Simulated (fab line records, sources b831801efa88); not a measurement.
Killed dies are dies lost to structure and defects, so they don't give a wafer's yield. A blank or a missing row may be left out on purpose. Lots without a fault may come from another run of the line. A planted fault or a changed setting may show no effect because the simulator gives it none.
fab line records | flow gf180mcu
record lots=13 wafers=39 last_day=34
route steps=602 shown STI@16 NWELL@51 MVSD@77 VT_IMPLANT@100
lots that met no fault: from a run of the same line without faults
start_h: hours from the record's first day to the start of the lot's first wafer shown | wait_h: hours since the lot's step before | " the same as in the row above | L1.1+2: a row that stands for several wafers | - no value, or no start given | * or withheld: withheld | < > ~ a bound
route shown NAME@n: a module of which the file shows steps, and the number in the route of the first | usual: mean/standard deviation of fault-free wafers | same: alike in all rows | chamber/n: place in a boat | sites: the reading at each site | _std_site: their standard deviation | _edge_site: outer sites' mean less inner sites' | radius_mm: how far each site lies from the wafer's centre | mask NAME#n: copy n | behind: the tool/chamber that last shaped the wafer | hold: why the lot was held/for how many hours/how that ended | device: the transistor (n, p or np) that didn't switch | end of line: the same wafers' tests at the end of the route | a step without rows: its recipe alone | killed: dies lost to structure and defects at the first sort, not the wafer's yield | map: a wafer's dies, x killed, . not, _ none there
set.NAME: the setting as run; set.NAME@STEP: as run at that earlier step | model.NAME: the simulator's own value behind a step, which no gauge read
steps of the route over a sample of lots; a table a step, a row a wafer
services: from which hour (start_h, from the record's first day; less than 0 if before it) a tool's chamber was out of use, for how many hours, and why
## steps
# step GF_STI_STRIP_15
# recipe chemistry=O2/N2 power_w=1400 pressure_mtorr=1500 platen_temp_c=250 o2_flow_sccm=3000 n2_flow_sccm=300 overash_fraction=0.5
# usual drypump_motor_current_A=6.1/0.34 heater_power_w=356/69 o2_flow_sccm=3000/8.8 oes_product_au=0.378/0.0054 strip_time_to_endpoint_s=3.60/0.069
# columns lot.wafer tool chamber start_h wait_h drypump_motor_current_A heater_power_w o2_flow_sccm oes_product_au rf_hours_counter_h strip_time_to_endpoint_s
L846.2 plasma_asher-03 1 25.95 0.0 6.2 302 3006 0.379 22 3.54
L846.5 " 1 " " 6.2 298 3004 0.382 - 3.63
L846.6 " 0 " " 6.6 310 3009 0.384 - 3.57
L847.1 plasma_asher-04 0 32.18 0.0 6.0 469 3003 0.367 39 3.56
L847.3 " 1 " " 6.2 354 2988 0.372 - 3.56
L847.4 " 0 " " 6.0 471 3003 0.379 - 3.65
L848.2 plasma_asher-04 0 36.08 0.0 6.0 467 3002 0.381 39 3.53
L848.4 " 1 " " 6.2 350 2983 0.367 - 3.45
L848.6 " 0 " " 6.0 478 3009 0.381 - 3.58
L849.1 plasma_asher-04 1 41.27 0.0 6.3 360 2989 0.378 40 3.58
L849.5 " 0 " " 6.0 470 3002 0.371 - 3.45
L849.6 " 1 " " 6.2 351 3004 0.370 - 3.59
L851.1 plasma_asher-04 1 52.60 0.0 6.2 353 3010 0.373 41 3.65
L851.3 " 0 " " 6.0 472 3004 0.379 - 3.50
L851.4 " 1 " " 6.2 355 3006 0.375 - 3.44
L853.1 plasma_asher-04 0 63.62 0.0 6.0 466 2989 0.383 42 3.58
L853.2 " 1 " " 6.2 353 2995 0.370 42 3.55
L853.4 " 1 " " 6.2 361 2998 0.385 - 3.69
L854.3 plasma_asher-03 0 68.25 0.1 6.6 301 3004 0.378 - 3.58
L854.4 " 1 " " 6.1 294 2985 0.382 - 3.71
L854.6 " 1 " " 6.2 304 2988 0.376 - 3.65
L855.1 plasma_asher-04 1 73.63 0.0 6.2 351 3013 0.383 43 3.74
L855.3 " 0 " " 6.0 472 3001 0.376 - 3.62
L855.6 " 1 " " 6.2 355 3004 0.381 - 3.53
L857.4 plasma_asher-03 0 83.30 0.1 6.6 309 3001 0.379 - 3.61
L857.5 " 1 " " 6.2 308 2983 0.380 - 3.59
L857.6 " 0 " " 6.6 310 2994 0.385 - 3.64
L858.1 plasma_asher-02 0 86.97 0.0 5.7 278 3006 0.374 41 3.64
L858.3 " 0 " " 5.7 284 3000 0.373 - 3.47
L858.5 " 1 " " 5.4 318 3008 0.381 - 3.62
L860.2 plasma_asher-02 1 97.42 0.0 5.4 312 3007 0.377 42 3.55
L860.3 " 0 " " 5.7 278 3001 0.381 - 3.67
L860.6 " 0 " " 5.7 277 2999 0.381 - 3.66
L867.2 plasma_asher-04 1 133.30 0.0 6.2 356 3014 0.378 50 3.54
L867.4 " 0 " " 6.0 472 2997 0.372 - 3.64
L867.5 " 1 " " 6.2 357 3009 0.378 - 3.65
L868.1 plasma_asher-04 1 138.70 0.0 6.2 351 3003 0.370 51 3.53
L868.4 " 0 " " 6.0 467 3011 0.374 - 3.55
L868.5 " 0 " " 6.0 465 3003 0.376 - 3.70
# step GF_NWELL_IMPLANT_09
# recipe species=P energy_kev=160 dose_cm2=4e+12 tilt_deg=0
# usual dose_ions_cm2=4e+12/4.1e+09 faraday_current_uA=22.6/0.47
# columns lot.wafer tool chamber start_h wait_h dose_ions_cm2 faraday_current_uA
L846.2 implanter-04 0 56.14 0.1 3.99e+12 22.5
L846.5 " 0 " " 4.002e+12 22.1
L846.6 " 0 " " 3.994e+12 23.2
L847.1 implanter-04 0 62.49 0.1 3.997e+12 22.9
L847.3 " 0 " " 3.997e+12 22.6
L847.4 " 0 " " 3.999e+12 22.0
L848.2 implanter-04 0 68.47 0.1 4.001e+12 23.7
L848.4 " 0 " " 3.999e+12 22.6
L848.6 " 0 " " 4.001e+12 22.8
L849.1 implanter-03 0 74.59 0.1 3.995e+12 23.1
L849.5 " 0 " " 4.003e+12 22.1
L849.6 " 0 " " 4.008e+12 22.2
L851.1 implanter-03 0 85.14 0.1 4.001e+12 23.3
L851.3 " 0 " " 3.998e+12 22.7
L851.4 " 0 " " 3.997e+12 22.7
L853.1 implanter-01 0 95.11 0.1 4.01e+12 23.2
L853.2 " 0 " " 3.997e+12 22.8
L853.4 " 0 " " 4.007e+12 22.6
L854.3 implanter-01 0 100.60 0.1 3.997e+12 21.6
L854.4 " 0 " " 3.995e+12 22.3
L854.6 " 0 " " 3.994e+12 22.6
L855.1 implanter-01 0 106.25 0.1 2.461e+12 14.3
L855.3 " 0 " " 2.469e+12 14.1
L855.6 " 0 " " 2.467e+12 13.8
L857.4 implanter-01 0 116.47 0.1 2.464e+12 14.2
L857.5 " 0 " " 2.465e+12 14.2
L857.6 " 0 " " 2.466e+12 13.8
L858.1 implanter-03 0 120.61 0.1 3.998e+12 22.8
L858.3 " 0 " " 4e+12 22.6
L858.5 " 0 " " 3.991e+12 22.7
L860.2 implanter-01 0 130.64 0.1 2.456e+12 13.3
L860.3 " 0 " " 2.46e+12 13.6
L860.6 " 0 " " 2.459e+12 13.9
L867.2 implanter-03 0 171.37 0.1 3.995e+12 23.2
L867.4 " 0 " " 4.001e+12 23.1
L867.5 " 0 " " 3.994e+12 22.3
L868.1 implanter-03 0 175.09 0.1 4e+12 22.1
L868.4 " 0 " " 3.996e+12 22.9
L868.5 " 0 " " 3.997e+12 21.4
# step GF_MVSD_TW_MEAS_11
# usual MVSD_TW=1586/7.4
# columns lot.wafer tool chamber start_h wait_h MVSD_TW
L846.2 film_metro-03 - 84.41 0.1 1572
L846.5 " - " " 1570
L846.6 " - " " 1577
L847.1 film_metro-02 - 90.26 0.1 1590
L847.3 " - " " 1590
L847.4 " - " " 1598
L848.2 film_metro-03 - 96.89 0.1 1584
L848.4 " - " " 1580
L848.6 " - " " 1575
L849.1 film_metro-03 - 103.56 0.1 1564
L849.5 " - " " 1580
L849.6 " - " " 1586
L851.1 film_metro-01 - 114.30 0.1 1587
L851.3 " - " " 1592
L851.4 " - " " 1589
L853.1 film_metro-01 - 124.56 0.1 1583
L853.2 " - " " 1588
L853.4 " - " " 1593
L854.3 film_metro-01 - 130.50 0.1 1597
L854.4 " - " " 1586
L854.6 " - " " 1581
L855.1 film_metro-02 - 136.63 0.1 1599
L855.3 " - " " 1592
L855.6 " - " " 1592
L857.4 film_metro-02 - 147.31 0.1 1586
L857.5 " - " " 1580
L857.6 " - " " 1592
L858.1 film_metro-03 - 152.28 0.1 1581
L858.3 " - " " 1577
L858.5 " - " " 1580
L860.2 film_metro-01 - 162.54 0.1 1587
L860.3 " - " " 1588
L860.6 " - " " 1592
L867.2 film_metro-02 - 206.29 0.1 1591
L867.4 " - " " 1590
L867.5 " - " " 1580
L868.1 film_metro-02 - 210.98 0.1 1575
L868.4 " - " " 1582
L868.5 " - " " 1581
# step GF_VT_IMPLANT_TW_MEAS_10
# usual VT_IMPLANT_TW=564.9/2.6
# columns lot.wafer tool chamber start_h wait_h VT_IMPLANT_TW
L846.2 film_metro-04 - 113.47 0.1 561.5
L846.5 " - " " 566.0
L846.6 " - " " 565.5
L847.1 film_metro-01 - 119.71 0.1 565.1
L847.3 " - " " 561.3
L847.4 " - " " 560.6
L848.2 film_metro-04 - 126.20 0.1 561.0
L848.4 " - " " 563.3
L848.6 " - " " 563.7
L849.1 film_metro-03 - 133.05 0.1 565.8
L849.5 " - " " 565.9
L849.6 " - " " 568.1
L851.1 film_metro-01 - 144.81 0.1 567.2
L851.3 " - " " 568.9
L851.4 " - " " 567.7
L853.1 film_metro-03 - 155.91 0.1 564.9
L853.2 " - " " 561.5
L853.4 " - " " 561.2
L854.3 film_metro-03 - 161.91 0.1 560.4
L854.4 " - " " 564.8
L854.6 " - " " 561.8
L855.1 film_metro-01 - 168.64 0.1 564.8
L855.3 " - " " 567.8
L855.6 " - " " 566.2
L857.4 film_metro-01 - 180.84 0.1 566.2
L857.5 " - " " 564.2
L857.6 " - " " 564.9
L858.1 film_metro-01 - 186.06 0.1 564.3
L858.3 " - " " 565.0
L858.5 " - " " 564.8
L860.2 film_metro-01 - 196.65 0.1 564.7
L860.3 " - " " 564.4
L860.6 " - " " 563.0
L867.2 film_metro-03 - 242.15 0.1 568.6
L867.4 " - " " 567.2
L867.5 " - " " 566.1
L868.1 film_metro-04 - 247.66 0.1 563.8
L868.4 " - " " 564.6
L868.5 " - " " 563.4
# step GF_VT_IMPLANT_RS_MEAS_47
# recipe thk_meas_gauge=four-point-probe
# usual NWELL_RS=488.3/1.2
# columns lot.wafer tool chamber start_h wait_h NWELL_RS[ohm/sq]
L846.2 film_metro-02 - 158.54 0.1 489.8
L846.5 " - " " 487.5
L846.6 " - " " 488.3
L847.1 film_metro-03 - 165.89 0.1 488.5
L847.3 " - " " 487.7
L847.4 " - " " 488.0
L848.2 film_metro-02 - 173.41 0.1 489.3
L848.4 " - " " 488.7
L848.6 " - " " 490.0
L849.1 film_metro-01 - 181.68 0.1 487.0
L849.5 " - " " 489.2
L849.6 " - " " 486.3
L851.1 film_metro-01 - 194.99 0.1 487.2
L851.3 " - " " 489.3
L851.4 " - " " 487.8
L853.1 film_metro-01 - 207.14 0.1 488.3
L853.2 " - " " 486.8
L853.4 " - " " 488.5
L854.3 film_metro-01 - 213.91 0.1 486.5
L854.4 " - " " 487.7
L854.6 " - " " 489.3
L855.1 film_metro-02 - 220.60 0.1 521.4
L855.3 " - " " 520.8
L855.6 " - " " 522.1
L857.4 film_metro-01 - 233.48 0.1 518.3
L857.5 " - " " 517.8
L857.6 " - " " 518.8
L858.1 film_metro-01 - 238.92 0.1 489.0
L858.3 " - " " 488.8
L858.5 " - " " 489.6
L860.2 film_metro-01 - 251.29 0.1 519.9
L860.3 " - " " 519.4
L860.6 " - " " 518.9
L867.2 film_metro-02 - 300.65 0.1 488.0
L867.4 " - " " 489.8
L867.5 " - " " 487.9
L868.1 film_metro-03 - 306.92 0.1 488.0
L868.4 " - " " 487.5
L868.5 " - " " 487.4
## services
# columns tool chamber start_h hours kind
plasma_asher-02 - 43.89 8.1 repair
implanter-04 - 48.89 2.7 pm
implanter-04 - 85.91 0.8 repair
implanter-04 - 135.61 4.7 repair
implanter-01 - 145.83 3.3 pm
implanter-04 - 145.87 2.2 repair
implanter-04 - 164.48 2.5 pm
## key
first_sign step=GF_NWELL_IMPLANT_09 reading=dose_ions_cm2 direction=down sigmas=99+ usual=4e+12 struck=2.463e+12
effect step=GF_NWELL_IMPLANT_09 reading=faraday_current_uA direction=down sigmas=19 usual=22.6 struck=13.9
effect step=GF_VT_IMPLANT_RS_MEAS_47 reading=NWELL_RS direction=up sigmas=25 usual=488.3 struck=519.7
met_at GF_NWELL_IMPLANT_09
struck_lots L855,L857,L860
tester_left_out L855,L857,L860
not_acting_at GF_STI_STRIP_15,GF_MVSD_TW_MEAS_11,GF_VT_IMPLANT_TW_MEAS_10
onset_between 100.60 106.25
fault kind=process_parameter_drift tool=implanter-01 chamber=- onset_h=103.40 steps=GF_NWELL_IMPLANT_09 channel=dose_cm2 offset=-1.539e+12 shape=step end_h=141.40 acts_in=these_recipes_only stated=4e+12
# tester_left_out: of these lots the tester's yield and bins aren't shown, on N5 and GAA mostly nor the transistor test; their killed dies are dies lost to structure and defects alone, not to doping, threshold or leakage, so they don't give the yield
